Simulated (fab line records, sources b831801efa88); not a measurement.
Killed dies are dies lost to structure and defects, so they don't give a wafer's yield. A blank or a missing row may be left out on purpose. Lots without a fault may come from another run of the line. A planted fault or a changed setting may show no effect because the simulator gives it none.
A struck lot beside a sound one | flow sky130 | 16 steps out of a route of 708
Sound: wafers L393.2, L393.4, L393.5. Struck: wafer L404.6. (L404.4, L404.5 of the same lot were not struck and are left out.) The cause comes at the end.
At each step with rows: each side's tool, then ch and its chambers, then its first start. Under that, the readings that differ: sound wafers | struck wafers | difference of the means | sigmas: that difference in standard deviations of wafers without a fault.
alike: readings whose means differ by less than 2 such deviations, and words and numbers that are the same on both sides. not compared: withheld readings, readings that some wafer has no value for, bounds like >300 that may hide the same value, and numbers for which the record gives no deviation and whose values overlap.
The two part at a step that has a row with sigmas, a row that says differs or no value, or rows on one side only. Numbers that don't overlap but have no deviation are shown without sigmas and don't part them. A reading that every wafer of one side lacks parts them only if that side has two wafers or more.

first, 7 steps without rows for these wafers: SKY_METAL3_HMDS_06 (prime time 60 s); SKY_METAL3_COAT_07 (resist thk 60 nm); SKY_METAL3_COAT_08 (resist thk 1140 nm); SKY_METAL3_SOFTBAKE_09 (time 90 s); SKY_METAL3_EXPOSE_10 (exposes mask MM3, target cd 300 nm); SKY_METAL3_PEB_11; SKY_METAL3_DEVELOP_12 (develop time 60 s).
SKY_METAL3_CD_MEAS_13: target cd 300 nm.
  sound on cd_sem-01, day 40 18:39; struck on cd_sem-02, day 44 07:21
  alike: cd_nm
SKY_METAL3_OVL_MEAS_14:
  sound on overlay-01, day 40 18:46; struck on overlay-02, day 44 07:25
  alike: METAL3_OVL
SKY_METAL3_DESCUM_15: chemistry O2, time 8 s.
  sound on rie_metal-04 ch 0,1, day 40 18:47; struck on rie_metal-04 ch 1, day 44 07:27
  alike: drypump_motor_current_A, oes_product_au, temp_c
  not compared: rf_hours_counter_h
SKY_METAL3_ETCH_16: etches BARC in N2/H2, stops on SiO2, time 88.2 s, target depth 60 nm.
  sound on rie_metal-04 ch 0,1, day 40 18:49; struck on rie_metal-04 ch 1, day 44 07:31
  alike: drypump_motor_current_A, oes_product_au, throttle_valve_pct
  not compared: rf_hours_counter_h
SKY_METAL3_ETCH_17: etches SiO2 in C4F8/O2/Ar, stops on TiN, time 3.9 s, target depth 15 nm.
  sound on rie_diel-01 ch 0,1,2, day 40 18:55; struck on rie_diel-03 ch 3, day 44 07:35
  alike: oes_product_au
  not compared: rf_hours_counter_h
SKY_METAL3_METAL_ETCH_18: etches the open film in Cl2/BCl3, stops on SiO2, target depth 845 nm, time 183.1 s.
  sound on rie_metal-02 ch 0,1, day 40 18:56; struck on rie_metal-02 ch 0, day 44 07:39
  reading                                       | sound             | struck | difference | sigmas
  model.KrF-thick_of_METAL3_COAT_08.thk_nm (nm) | 531.1 524.2 525.8 | 191.4  | -335.6     |
  model.METAL3.cd_nm (nm)                       | 293.8 294.7 298.5 | 258.8  | -36.9      |
  model.SiO2_of_VIA2_HDPCVD_00.thk_nm (nm)      | 466.5 464.4 466.2 | 450.3  | -15.4      |
  alike: drypump_motor_current_A, mfc_cl2_sccm, oes_product_au, throttle_valve_pct
  not compared: rf_hours_counter_h
SKY_METAL3_STRIP_19: strips in O2/N2.
  sound on plasma_asher-03 ch 0,1, day 40 19:07; struck on plasma_asher-04 ch 1, day 44 07:48
  reading                      | sound             | struck | difference | sigmas
  oes_product_au (a.u.)        | 0.508 0.506 0.496 | 0.360  | -0.143     | -27
  strip_time_to_endpoint_s (s) | 6.57 6.50 6.52    | 3.06   | -3.47      | -53
  alike: drypump_motor_current_A
  not compared: rf_hours_counter_h
then, 1 step without rows for these wafers: SKY_METAL3_STRIP_20 (strips in post etch residue remover, time 1200 s).
-- the record jumps here: 6 days lie between the struck wafers' starts before and after (it left off in module METAL3 and takes up again in module PAD_OPEN, whose first step shown is number 708 of the route) --
SKY_PAD_OPEN_PROBE_99:
  sound on prober-01, day 47 17:07; struck on prober-02, day 50 08:52
  reading                        | sound               | struck                   | difference                   | sigmas
  hold                           | - - -               | await_dispo/2.1h/release | no value on the sound wafers |
  model.etest.met3.width_nm (nm) | 295.6 295.7 298.5   | 256.8                    | -39.8                        |
  model.etest.met3.line_ohm_um   | 0.1401 0.139 0.1402 | 0.1615                   | +0.0217                      |

WHERE THEY PART
First at SKY_METAL3_STRIP_19; last, within this record, at SKY_PAD_OPEN_PROBE_99.

WHY: what the simulator had put in
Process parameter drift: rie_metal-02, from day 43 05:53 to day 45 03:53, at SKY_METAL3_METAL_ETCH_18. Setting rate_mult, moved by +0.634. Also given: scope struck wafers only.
